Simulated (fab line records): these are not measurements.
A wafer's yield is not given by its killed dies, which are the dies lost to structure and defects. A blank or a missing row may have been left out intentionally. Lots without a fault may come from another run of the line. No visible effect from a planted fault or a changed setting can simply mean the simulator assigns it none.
Which of the tools did it? | flow gf180mcu | route of 602 steps, sampled at 1 step: 7 lots, 21 wafers

== WHAT THE GAUGES SHOWED, per wafer ==
GF_PSD_TW_MEAS_11.
lot  | measured     | on           | PSD_TW
L856 | day 15 10:47 | filmMetro-03 | 3178 3193 3182
L858 | day 15 22:40 | filmMetro-01 | 3176 3157 3156
L861 | day 17 04:49 | filmMetro-01 | 3179 3185 3171
L863 | day 17 21:32 | filmMetro-01 | 3174 3182 3177
L872 | day 21 01:02 | filmMetro-03 | 3143 3141 3143
L874 | day 21 16:59 | filmMetro-01 | 3196 3195 3178
L877 | day 22 23:36 | filmMetro-02 | 3214 3222 3221

== WHAT TOOL EACH LOT RAN ON (gives the tool, then ch and the chambers of the sampled wafers, and finally the start) ==
The record shows no process step preceding these readings.

== THE ANSWER, worked out from the rows above alone ==
Rule: the lots themselves supply what counts as usual. Put in order of their means at a reading, lots are off if they are a third of the lots or fewer, leave a main group of 4 or more, and stand apart from it by a gap of 3 or more times the standard deviation of the main group's means; of several such gaps the widest counts. A main group is skipped when, at the precision printed for the reading in the tables above, its means are all equal. Also off: a lot with no number at a reading for which 4 or more lots have one. Any other lot the step has rows for is counted as sound.
Nothing can be told from this: no lot is off at any reading shown.

== WHAT THE SIMULATOR PUT IN ==
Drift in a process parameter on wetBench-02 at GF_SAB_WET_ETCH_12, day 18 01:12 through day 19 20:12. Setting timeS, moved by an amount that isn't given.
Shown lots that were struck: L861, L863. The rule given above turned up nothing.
